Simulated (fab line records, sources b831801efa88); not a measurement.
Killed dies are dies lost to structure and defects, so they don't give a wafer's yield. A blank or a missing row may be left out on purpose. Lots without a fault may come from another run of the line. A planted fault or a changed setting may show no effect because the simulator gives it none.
Which tool did it? | flow sky130 | 13 lots, 39 wafers sampled, at 4 steps of a route of 708

WHAT THE GAUGES READ, wafer by wafer
SKY_VT_ADJUST_HVTR_OVL_MEAS_08. Usual: VT_ADJUST_HVTR_OVL -0.6 nm, standard deviation 1.2.
lot  | measured     | on         | VT_ADJUST_HVTR_OVL (nm) | flag
L541 | day 9 04:20  | overlay-02 | -1.4 -1.1 -1.7          |
L544 | day 10 20:46 | overlay-02 | -1.9 -0.2 -0.1          |
L545 | day 12 00:22 | overlay-02 | -0.6 -0.6 1.3           |
L548 | day 12 12:25 | overlay-02 | 1.8 1.2 1.4             |
L550 | day 12 13:52 | overlay-01 | 0.1 -0.3 1.1            |
L556 | day 14 20:00 | overlay-02 | -2.2 0.6 -1.8           |
L557 | day 14 20:18 | overlay-02 | -0.3 -3.2 -1.4          |
L558 | day 15 15:25 | overlay-01 | -1.4 -2.2 -0.5          |
L559 | day 15 12:34 | overlay-01 | -0.1 -0.5 -0.2          |
L560 | day 15 21:19 | overlay-02 | -0.5 0.3 -1.1           |
L562 | day 16 05:34 | overlay-01 | -0.7 -0.8 0.5           |
L563 | day 16 08:19 | overlay-02 | 0.2 -0.6 1.6            |
L564 | day 16 13:51 | overlay-01 | -0.9 0.6 -3.7           |

SKY_SONOS_TUNNEL_OVL_MEAS_08. Usual: SONOS_TUNNEL_OVL -1.1 nm, standard deviation 1.5.
lot  | measured     | on         | SONOS_TUNNEL_OVL (nm) | flag
L541 | day 11 00:28 | overlay-02 | 0.9 -4.1 -2.8         |
L544 | day 12 18:41 | overlay-01 | 1.5 -0.2 -2.4         |
L545 | day 14 02:22 | overlay-01 | -3.5 -1.1 -1.9        |
L548 | day 14 16:04 | overlay-01 | -0.4 0.7 -0.8         |
L550 | day 14 17:53 | overlay-02 | 0.3 -1.2 -2.0         |
L556 | day 17 02:38 | overlay-01 | -1.7 -4.2 -3.4        |
L557 | day 17 03:35 | overlay-02 | 0.2 -0.2 1.2          |
L558 | day 17 23:20 | overlay-02 | -1.2 -0.1 -1.4        |
L559 | day 17 20:22 | overlay-01 | -1.6 -0.3 -0.8        |
L560 | day 18 06:25 | overlay-02 | 0.3 -0.1 -0.2         |
L562 | day 18 14:43 | overlay-01 | -1.8 -1.9 1.8         |
L563 | day 18 18:19 | overlay-02 | -2.6 -0.9 -3.1        |
L564 | day 19 00:30 | overlay-01 | 0.6 -1.1 -1.5         |

WHICH TOOL RAN EACH LOT (tool, then ch and the chambers of the sampled wafers, then the start)
lot  | SKY_FIELD_ISO_ETCH_17           | SKY_NWELL_IMPLANT_11
L541 | rie_si-02 ch 0,1,3, day 2 05:13 | implanter-01 ch 0, day 4 11:08
L544 | rie_si-01 ch 0,2,3, day 2 22:32 | implanter-04 ch 0, day 5 18:57
L545 | rie_si-01 ch 2,3, day 3 06:49   | implanter-02 ch 0, day 6 13:35
L548 | rie_si-02 ch 0,2, day 3 22:14   | implanter-04 ch 0, day 6 22:07
L550 | rie_si-01 ch 2,3, day 4 06:45   | implanter-04 ch 0, day 7 02:26
L556 | rie_si-01 ch 0,1, day 5 14:22   | implanter-02 ch 0, day 8 19:50
L557 | rie_si-02 ch 1,2,3, day 5 16:11 | implanter-02 ch 0, day 8 20:29
L558 | rie_si-01 ch 0,1,2, day 5 20:37 | implanter-02 ch 0, day 9 11:29
L559 | rie_si-02 ch 0,1,3, day 6 01:34 | implanter-01 ch 0, day 9 11:18
L560 | rie_si-01 ch 0,1, day 6 08:56   | implanter-04 ch 0, day 9 16:21
L562 | rie_si-01 ch 0,2,3, day 6 23:40 | implanter-02 ch 0, day 9 22:56
L563 | rie_si-02 ch 0,1,2, day 7 00:38 | implanter-01 ch 0, day 10 00:54
L564 | rie_si-01 ch 2,3, day 7 09:10   | implanter-04 ch 0, day 10 08:04
- SKY_FIELD_ISO_ETCH_17: etches Si in HBr/Cl2/O2, target depth 342 nm, time 97.7 s.
- SKY_NWELL_IMPLANT_11

WHAT THE TOOLS THEMSELVES READ (means of the sampled wafers that have a number; where no wafer has one, the mark that the record gives instead)
SKY_FIELD_ISO_ETCH_17. Usual: drypump_motor_current_A 5.6 A, standard deviation 0.51; oes_product_au 1.003 a.u., standard deviation 0.011; throttle_valve_pct 25.655 %, standard deviation 0.011.
lot  | tool      | drypump_motor_current_A (A) | oes_product_au (a.u.) | throttle_valve_pct (%) | flag
L541 | rie_si-02 | 5.8                         | 1.009                 | 25.659                 |
L544 | rie_si-01 | 5.7                         | 0.992                 | 25.660                 |
L545 | rie_si-01 | 6.3                         | 0.999                 | 25.654                 |
L548 | rie_si-02 | 5.4                         | 1.009                 | 25.655                 |
L550 | rie_si-01 | 6.2                         | 0.998                 | 25.658                 |
L556 | rie_si-01 | 4.9                         | 0.995                 | 25.661                 |
L557 | rie_si-02 | 5.7                         | 1.004                 | 25.643                 |
L558 | rie_si-01 | 5.5                         | 1.001                 | 25.657                 |
L559 | rie_si-02 | 5.8                         | 1.010                 | 25.646                 |
L560 | rie_si-01 | 5.1                         | 1.003                 | 25.655                 |
L562 | rie_si-01 | 5.8                         | 1.001                 | 25.656                 |
L563 | rie_si-02 | 5.7                         | 1.013                 | 25.651                 |
L564 | rie_si-01 | 6.1                         | 0.996                 | 25.657                 |

SKY_NWELL_IMPLANT_11. Usual: beam_energy_keV 400.01, standard deviation 0.13.
lot  | tool         | beam_energy_keV | flag
L541 | implanter-01 | 400.08          |
L544 | implanter-04 | 400.01          |
L545 | implanter-02 | 400.15          |
L548 | implanter-04 | 407.28          | OFF
L550 | implanter-04 | 407.15          | OFF
L556 | implanter-02 | 400.14          |
L557 | implanter-02 | 400.06          |
L558 | implanter-02 | 399.93          |
L559 | implanter-01 | 400.19          |
L560 | implanter-04 | 399.99          |
L562 | implanter-02 | 399.98          |
L563 | implanter-01 | 399.92          |
L564 | implanter-04 | 399.98          |

THE ANSWER, worked out from the rows above alone
Rule: a lot is off if the mean of its wafers that have a number lies more than 3 standard deviations from the usual mean. A lot without any number at a reading at which 4 lots or more have one is off too. The other lots that the step has rows for count as sound. The gauges are gone through in route order, then the tools' own readings, and for those a lot's mean is taken as printed above. The first step at which some lot is off is used, and at that step the reading that is off furthest; a lot without a number counts as furthest.
Off: L548, L550, at SKY_NWELL_IMPLANT_11 (beam_energy_keV).
A tool fits if, at that step or a process step before it, it ran every lot that is off, and no sound lot after the first of them. None of those tried fits.

WHAT THE SIMULATOR HAD PUT IN
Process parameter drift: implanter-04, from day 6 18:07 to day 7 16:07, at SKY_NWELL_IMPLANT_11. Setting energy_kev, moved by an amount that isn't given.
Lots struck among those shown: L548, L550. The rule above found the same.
